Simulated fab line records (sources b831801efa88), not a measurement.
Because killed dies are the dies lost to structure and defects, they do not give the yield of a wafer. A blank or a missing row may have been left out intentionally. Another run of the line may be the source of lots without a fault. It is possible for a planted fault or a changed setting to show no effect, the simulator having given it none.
fab line records -- flow sky130
record lots=13, wafers=36, last_day=50
route steps=708 shown VT_ADJUST_LVTN@118 VT_ADJUST_NCORE@129 VT_ADJUST_HVTR@137 PAD_OPEN@708
lots that met no fault: from a run of the same line without faults
start_h: hours from the record's opening day to when the first of the lot's shown wafers began -- wait_h: hours elapsed since this lot's preceding step -- " same as the row above -- L1.1+2: several wafers, shown together as one row -- - no value, or no start was given -- * or withheld: withheld -- < > ~ a bound
route shown NAME@n: a module of which the file shows steps, and the number in the route of the first -- usual: mean/standard deviation taken from wafers without a fault -- same: alike in all rows -- chamber/n: place in a boat -- sites: readings site by site -- _std_site: standard deviation across them -- _edge_site: the outer-site mean with the inner-site mean subtracted -- radius_mm: how far each site lies from the wafer's centre -- mask NAME#n: copy n -- behind: the most recent tool/chamber to have shaped the wafer -- hold: the reason the lot was held/the length of the hold in hours/how it ended -- device: transistor that didn't switch, given as n, p or np -- end of line: the same wafers' tests at the end of the route -- a step given without rows: its recipe and nothing more -- killed: not the wafer's yield, but the dies lost to structure and defects at the first sort -- map: a wafer's dies, marking killed ones x, the rest . and places with no die _
set.NAME: the run value of the setting; set.NAME@STEP: its run value at that earlier step -- model.NAME: the simulator's own value behind a step, which no gauge read
steps of the route over a sample of lots; a table a step, a row a wafer
services: a tool's chamber out of use, with start hour (start_h, from the record's first day; less than 0 if before it), hours out, and reason
## steps
# step SKY_VT_ADJUST_LVTN_TW_MEAS_21
# usual VT_ADJUST_LVTN_2_TW=189.1/1.3
lot.wafer,tool,chamber,start_h,wait_h,VT_ADJUST_LVTN_2_TW
L498.1,film_metro-04,-,131.19,0.1,188.9
L498.4,film_metro-04,-,131.19,0.1,188.2
L498.6,film_metro-04,-,131.19,0.1,187.9
L499.2,film_metro-01,-,160.50,0.1,188.4
L499.3,film_metro-01,-,160.50,0.1,187.8
L499.4,film_metro-01,-,160.50,0.1,189.3
L502.2,film_metro-04,-,178.70,0.1,187.7
L502.3,film_metro-04,-,178.70,0.1,188.4
L502.6,film_metro-04,-,178.70,0.1,188.6
L503.1,film_metro-04,-,197.51,0.1,188.5
L503.5,film_metro-04,-,197.51,0.1,188.0
L503.6,film_metro-04,-,197.51,0.1,189.2
L504.1,film_metro-01,-,205.69,0.1,187.4
L504.3,film_metro-01,-,205.69,0.1,188.1
L504.4,film_metro-01,-,205.69,0.1,187.7
L508.3,film_metro-02,-,236.21,0.1,191.5
L508.5,film_metro-02,-,236.21,0.1,190.8
L509.4,film_metro-02,-,240.77,0.1,190.9
L509.6,film_metro-02,-,240.77,0.1,191.3
L511.3,film_metro-02,-,254.31,0.1,191.8
L511.6,film_metro-02,-,254.31,0.1,190.7
L515.2,film_metro-04,-,289.67,0.1,188.8
L515.3,film_metro-04,-,289.67,0.1,188.2
L515.4,film_metro-04,-,289.67,0.1,188.3
L516.2,film_metro-04,-,294.75,0.1,189.6
L516.3,film_metro-04,-,294.75,0.1,189.5
L516.5,film_metro-04,-,294.75,0.1,188.7
L517.1,film_metro-02,-,300.64,0.1,191.6
L517.3,film_metro-02,-,300.64,0.1,190.7
L517.6,film_metro-02,-,300.64,0.1,192.1
L518.1,film_metro-04,-,314.04,0.1,188.7
L518.4,film_metro-04,-,314.04,0.1,189.4
L518.6,film_metro-04,-,314.04,0.1,189.2
L520.1,film_metro-04,-,330.74,0.1,189.4
L520.5,film_metro-04,-,330.74,0.1,189.2
L520.6,film_metro-04,-,330.74,0.1,189.7
# step SKY_VT_ADJUST_NCORE_STRIP_10
# recipe chemistry=O2/N2, power_w=1400, pressure_mtorr=1500, platen_temp_c=withheld, o2_flow_sccm=3000, n2_flow_sccm=300, overash_fraction=0.5
# usual drypump_motor_current_A=5.7/0.38, n2_flow_sccm=300.1/0.88, oes_product_au=0.716/0.0049, strip_time_to_endpoint_s=14.18/0.038
lot.wafer,tool,chamber,start_h,wait_h,drypump_motor_current_A,n2_flow_sccm,oes_product_au,rf_hours_counter_h,strip_time_to_endpoint_s
L498.1,plasma_asher-01,0,150.71,0.1,5.4,300.6,0.703,43,14.19
L498.4,plasma_asher-01,0,150.71,0.1,5.4,300.4,0.717,-,14.21
L498.6,plasma_asher-01,0,150.71,0.1,5.4,299.7,0.716,-,14.22
L499.2,plasma_asher-03,1,180.46,0.1,5.3,299.4,0.724,6,14.15
L499.3,plasma_asher-03,1,180.46,0.1,5.3,301.0,0.716,-,14.18
L499.4,plasma_asher-03,0,180.46,0.1,5.7,300.8,0.710,-,14.14
L502.2,plasma_asher-03,0,201.47,0.1,5.8,300.2,0.719,8,14.15
L502.3,plasma_asher-03,1,201.47,0.1,5.3,299.6,0.716,-,14.15
L502.6,plasma_asher-03,1,201.47,0.1,5.4,298.6,0.718,-,14.15
L503.1,plasma_asher-03,0,219.71,0.1,5.8,300.7,0.711,10,14.23
L503.5,plasma_asher-03,0,219.71,0.1,5.7,300.9,0.720,-,14.20
L503.6,plasma_asher-03,1,219.71,0.1,5.3,301.0,0.707,-,14.21
L504.1,plasma_asher-02,0,228.01,0.1,6.4,299.6,0.711,42,14.13
L504.3,plasma_asher-02,1,228.01,0.1,6.3,300.8,0.712,-,14.15
L504.4,plasma_asher-02,0,228.01,0.1,6.4,300.9,0.716,-,14.16
L508.3,plasma_asher-01,1,261.30,0.1,5.9,300.0,0.712,-,14.19
L508.5,plasma_asher-01,0,261.30,0.1,5.4,301.4,0.712,-,14.16
L509.4,plasma_asher-03,0,265.30,0.1,5.7,299.6,0.720,-,14.18
L509.6,plasma_asher-03,1,265.30,0.1,5.3,299.1,0.716,-,14.17
L511.3,plasma_asher-03,1,280.58,0.1,5.3,297.7,0.710,-,14.19
L511.6,plasma_asher-03,0,280.58,0.1,5.7,300.0,0.712,-,14.21
L515.2,plasma_asher-01,1,315.02,0.1,5.9,298.8,0.712,58,14.19
L515.3,plasma_asher-01,1,315.02,0.1,6.0,298.9,0.713,-,14.21
L515.4,plasma_asher-01,0,315.02,0.1,5.4,300.7,0.716,-,14.17
L516.2,plasma_asher-03,0,320.96,0.1,5.8,301.7,0.718,20,14.17
L516.3,plasma_asher-03,0,320.96,0.1,5.7,301.4,0.713,-,14.19
L516.5,plasma_asher-03,0,320.96,0.1,5.8,301.8,0.714,-,14.17
L517.1,plasma_asher-03,1,326.98,0.1,5.3,300.9,0.720,20,14.13
L517.3,plasma_asher-03,0,326.98,0.1,5.8,299.9,0.719,-,14.12
L517.6,plasma_asher-03,1,326.98,0.1,5.3,300.2,0.717,-,14.16
L518.1,plasma_asher-02,1,340.47,0.1,6.3,302.1,0.717,53,14.18
L518.4,plasma_asher-02,0,340.47,0.1,6.4,298.2,0.715,-,14.15
L518.6,plasma_asher-02,0,340.47,0.1,6.4,298.7,0.719,-,14.18
L520.1,plasma_asher-01,0,358.30,0.2,5.4,301.2,0.717,64,14.20
L520.5,plasma_asher-01,1,358.30,0.2,5.9,299.9,0.710,-,14.22
L520.6,plasma_asher-01,0,358.30,0.2,5.4,300.5,0.713,-,14.27
# step SKY_VT_ADJUST_HVTR_DEVELOP_06
# recipe develop_time_s=60, dev_temp_c=23
# usual exhaust_pa=44.9/0.95
lot.wafer,tool,chamber,start_h,wait_h,exhaust_pa
L498.1,litho_track-01,0,169.61,0.1,43.9
L498.4,litho_track-01,0,169.61,0.1,44.0
L498.6,litho_track-01,0,169.61,0.1,45.5
L499.2,litho_track-01,0,202.69,0.1,45.7
L499.3,litho_track-01,0,202.69,0.1,46.5
L499.4,litho_track-01,0,202.69,0.1,47.0
L502.2,litho_track-01,0,223.19,0.1,44.4
L502.3,litho_track-01,0,223.19,0.1,45.2
L502.6,litho_track-01,0,223.19,0.1,46.4
L503.1,litho_track-01,0,243.36,0.1,44.9
L503.5,litho_track-01,0,243.36,0.1,46.0
L503.6,litho_track-01,0,243.36,0.1,44.0
L504.1,litho_track-04,0,252.36,0.1,45.6
L504.3,litho_track-04,0,252.36,0.1,45.4
L504.4,litho_track-04,0,252.36,0.1,45.9
L508.3,litho_track-01,0,286.16,0.1,44.9
L508.5,litho_track-01,0,286.16,0.1,45.6
L509.4,litho_track-01,0,290.24,0.1,45.4
L509.6,litho_track-01,0,290.24,0.1,45.1
L511.3,litho_track-01,0,305.86,0.1,44.3
L511.6,litho_track-01,0,305.86,0.1,44.7
L515.2,litho_track-04,0,340.73,0.1,45.3
L515.3,litho_track-04,0,340.73,0.1,44.3
L515.4,litho_track-04,0,340.73,0.1,45.2
L516.2,litho_track-02,0,347.73,0.1,44.1
L516.3,litho_track-02,0,347.73,0.1,43.2
L516.5,litho_track-02,0,347.73,0.1,46.2
L517.1,litho_track-04,0,353.81,0.1,45.6
L517.3,litho_track-04,0,353.81,0.1,44.8
L517.6,litho_track-04,0,353.81,0.1,45.1
L518.1,litho_track-04,0,368.16,0.1,45.2
L518.4,litho_track-04,0,368.16,0.1,46.3
L518.6,litho_track-04,0,368.16,0.1,45.3
L520.1,litho_track-04,0,386.36,0.1,44.0
L520.5,litho_track-04,0,386.36,0.1,44.4
L520.6,litho_track-04,0,386.36,0.1,44.6
# step SKY_VT_ADJUST_HVTR_CD_MEAS_07
# recipe target_cd_nm=380
# usual cd_nm=379.5/2.3
lot.wafer,tool,chamber,start_h,wait_h,cd_nm
L498.1,cd_sem-02,-,169.76,0.1,382.9
L498.4,cd_sem-02,-,169.76,0.1,382.4
L498.6,cd_sem-02,-,169.76,0.1,382.8
L499.2,cd_sem-01,-,202.83,0.1,379.3
L499.3,cd_sem-01,-,202.83,0.1,379.3
L499.4,cd_sem-01,-,202.83,0.1,380.1
L502.2,cd_sem-02,-,223.33,0.1,377.9
L502.3,cd_sem-02,-,223.33,0.1,378.0
L502.6,cd_sem-02,-,223.33,0.1,377.0
L503.1,cd_sem-01,-,243.51,0.1,381.3
L503.5,cd_sem-01,-,243.51,0.1,379.5
L503.6,cd_sem-01,-,243.51,0.1,379.8
L504.1,cd_sem-02,-,252.51,0.1,379.7
L504.3,cd_sem-02,-,252.51,0.1,379.6
L504.4,cd_sem-02,-,252.51,0.1,379.7
L508.3,cd_sem-01,-,286.30,0.1,383.2
L508.5,cd_sem-01,-,286.30,0.1,396.6
L509.4,cd_sem-01,-,290.37,0.1,380.6
L509.6,cd_sem-01,-,290.37,0.1,399.7
L511.3,cd_sem-01,-,306.00,0.1,381.5
L511.6,cd_sem-01,-,306.00,0.1,398.9
L515.2,cd_sem-02,-,340.88,0.1,378.2
L515.3,cd_sem-02,-,340.88,0.1,379.9
L515.4,cd_sem-02,-,340.88,0.1,378.9
L516.2,cd_sem-01,-,347.87,0.1,377.7
L516.3,cd_sem-01,-,347.87,0.1,378.8
L516.5,cd_sem-01,-,347.87,0.1,377.5
L517.1,cd_sem-01,-,353.96,0.1,380.1
L517.3,cd_sem-01,-,353.96,0.1,378.9
L517.6,cd_sem-01,-,353.96,0.1,379.8
L518.1,cd_sem-02,-,368.31,0.1,379.2
L518.4,cd_sem-02,-,368.31,0.1,378.8
L518.6,cd_sem-02,-,368.31,0.1,378.8
L520.1,cd_sem-01,-,386.51,0.1,381.7
L520.5,cd_sem-01,-,386.51,0.1,381.5
L520.6,cd_sem-01,-,386.51,0.1,380.6
# step SKY_VT_ADJUST_HVTR_STRIP_10
# recipe chemistry=O2/N2, power_w=1400, pressure_mtorr=1500, platen_temp_c=withheld, o2_flow_sccm=3000, n2_flow_sccm=300, overash_fraction=0.5
# usual drypump_motor_current_A=5.9/0.51, n2_flow_sccm=300.0/0.9, oes_product_au=0.715/0.0043, strip_time_to_endpoint_s=14.17/0.034
lot.wafer,tool,chamber,start_h,wait_h,drypump_motor_current_A,n2_flow_sccm,oes_product_au,rf_hours_counter_h,strip_time_to_endpoint_s
L498.1,plasma_asher-04,0,170.07,0.1,6.3,300.7,0.713,48,14.11
L498.4,plasma_asher-04,0,170.07,0.1,6.3,300.2,0.716,-,14.14
L498.6,plasma_asher-04,0,170.07,0.1,6.3,299.6,0.716,-,14.12
L499.2,plasma_asher-01,1,203.12,0.1,5.9,301.0,0.715,49,14.21
L499.3,plasma_asher-01,0,203.12,0.1,5.4,301.1,0.706,-,14.22
L499.4,plasma_asher-01,1,203.12,0.1,5.9,300.6,0.718,-,14.22
L502.2,plasma_asher-04,1,223.62,0.1,5.1,300.4,0.717,53,14.18
L502.3,plasma_asher-04,0,223.62,0.1,6.3,300.4,0.722,-,14.17
L502.6,plasma_asher-04,1,223.62,0.1,5.1,299.9,0.718,-,14.20
L503.1,plasma_asher-04,1,243.82,0.1,5.0,299.9,0.712,55,14.22
L503.5,plasma_asher-04,0,243.82,0.1,6.3,299.4,0.713,-,14.22
L503.6,plasma_asher-04,1,243.82,0.1,5.1,298.9,0.716,-,14.24
L504.1,plasma_asher-01,0,252.81,0.1,5.4,298.6,0.711,53,14.22
L504.3,plasma_asher-01,0,252.81,0.1,5.4,299.3,0.712,-,14.17
L504.4,plasma_asher-01,1,252.81,0.1,5.9,297.2,0.716,-,14.19
L508.3,plasma_asher-04,0,286.60,0.1,6.3,300.1,0.718,-,14.16
L508.5,plasma_asher-04,1,286.60,0.1,5.1,298.7,0.719,-,14.20
L509.4,plasma_asher-01,1,290.65,0.1,5.9,301.1,0.708,-,14.13
L509.6,plasma_asher-01,1,290.65,0.1,5.9,300.1,0.712,-,14.14
L511.3,plasma_asher-01,0,306.30,0.1,5.4,301.1,0.710,-,14.14
L511.6,plasma_asher-01,1,306.30,0.1,5.9,299.1,0.720,-,14.17
L515.2,plasma_asher-04,1,341.31,0.2,5.1,299.7,0.719,65,14.18
L515.3,plasma_asher-04,0,341.31,0.2,6.3,301.4,0.710,-,14.15
L515.4,plasma_asher-04,1,341.31,0.2,5.1,299.5,0.723,-,14.16
L516.2,plasma_asher-04,1,348.16,0.1,5.0,300.1,0.718,66,14.20
L516.3,plasma_asher-04,1,348.16,0.1,5.0,298.8,0.721,-,14.18
L516.5,plasma_asher-04,0,348.16,0.1,6.3,300.0,0.713,-,14.21
L517.1,plasma_asher-04,1,354.26,0.1,5.1,301.9,0.719,67,14.15
L517.3,plasma_asher-04,0,354.26,0.1,6.3,301.1,0.714,-,14.17
L517.6,plasma_asher-04,0,354.26,0.1,6.3,299.0,0.720,-,14.19
L518.1,plasma_asher-02,0,368.61,0.1,6.4,300.1,0.710,56,14.13
L518.4,plasma_asher-02,0,368.61,0.1,6.4,298.3,0.711,-,14.15
L518.6,plasma_asher-02,1,368.61,0.1,6.3,299.0,0.718,-,14.16
L520.1,plasma_asher-02,0,386.81,0.1,6.4,299.2,0.719,58,14.16
L520.5,plasma_asher-02,0,386.81,0.1,6.4,299.0,0.712,-,14.15
L520.6,plasma_asher-02,1,386.81,0.1,6.3,299.8,0.712,-,14.15
# step SKY_PAD_OPEN_PROBE_99
# usual killed_at_M0_to_M3=43/6.6, killed_at_M4_up=3.2/1.8, killed_at_contacts=24/5, killed_at_front_end=15/4.5, killed_at_other=0.2/0.46, killed_dies=86/8.8, killed_open=48/6.6, killed_short=38/6.1
# same gross_dies=492, killed_at_back_side=0
lot.wafer,tool,chamber,start_h,wait_h,killed_at_M0_to_M3,killed_at_M4_up,killed_at_contacts,killed_at_front_end,killed_at_other,killed_dies,killed_open,killed_short
L511.6,prober-01,-,1178.73,0.2,48,3,30,14,1,96,56,40
L517.1,prober-02,-,1186.68,0.1,33,3,27,12,0,75,44,31
L517.3,prober-02,-,1186.78,0.2,40,2,27,10,0,79,45,34
L517.6,prober-02,-,1186.93,0.2,40,4,23,14,0,81,35,46
# killed by level:class
L511.6 CONTACT:geometric_particle:open=12 LI_CONTACT:geometric_particle:open=11 METAL2:geometric_particle:short=9 VIA1:geometric_particle:open=9 VIA2:geometric_particle:open=8 METAL1:geometric_particle:short=5 VIA2:geometric_particle:short=5 FIELD_ISO:geometric_particle:short=4
L517.1 VIA1:geometric_particle:open=9 CONTACT:geometric_particle:open=7 LI_CONTACT:geometric_particle:open=6 LI_CONTACT:geometric_particle:short=5 METAL2:geometric_particle:short=5 FIELD_ISO:geometric_particle:open=4 CONTACT:geometric_particle:short=4 METAL1:geometric_particle:short=4
L517.3 VIA1:geometric_particle:open=10 CONTACT:geometric_particle:open=8 LI_CONTACT:geometric_particle:open=7 LOCAL_INTERCONNECT:geometric_particle:short=6 VIA3:geometric_particle:open=6 METAL2:geometric_particle:short=5 METAL3:geometric_particle:short=4 METAL1:geometric_particle:short=3
L517.6 LOCAL_INTERCONNECT:geometric_particle:short=8 VIA1:geometric_particle:open=7 METAL2:geometric_particle:short=7 CONTACT:geometric_particle:open=6 FIELD_ISO:geometric_particle:open=5 CONTACT:geometric_particle:short=5 METAL1:geometric_particle:short=5 VIA3:geometric_particle:short=5
## services
tool,chamber,start_h,hours,kind
plasma_asher-04,-,155.72,13.8,repair
plasma_asher-03,-,190.67,2.8,pm
plasma_asher-01,-,222.69,14.6,pm
plasma_asher-02,-,232.02,2.8,repair
plasma_asher-04,-,279.86,3.0,repair
plasma_asher-03,-,340.07,28.1,pm
plasma_asher-02,-,351.22,9.2,repair
## key
first_sign step=SKY_VT_ADJUST_HVTR_CD_MEAS_07, reading=cd_nm, direction=up, sigmas=8.3, usual=379.5, struck=398.4
effect none on later readings
met_at SKY_VT_ADJUST_HVTR_DEVELOP_06
struck_lots L508,L509,L511
struck_wafers L508.5,L509.6,L511.6
tester_left_out L508,L509,L511
not_acting_at SKY_VT_ADJUST_LVTN_TW_MEAS_21,SKY_VT_ADJUST_NCORE_STRIP_10,SKY_VT_ADJUST_HVTR_STRIP_10
onset_between 243.36 286.16
fault kind=process_parameter_drift, tool=litho_track-01, chamber=-, onset_h=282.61, steps=SKY_VT_ADJUST_HVTR_DEVELOP_06, channel=develop_time_s, offset=*, shape=step, end_h=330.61, scope=struck_wafers_only, acts_in=*, stated=*
# tester_left_out: of these lots the tester's yield and bins aren't shown, on N5 and GAA mostly nor the transistor test; their killed dies are dies lost to structure and defects alone, not to doping, threshold or leakage, so they don't give the yield
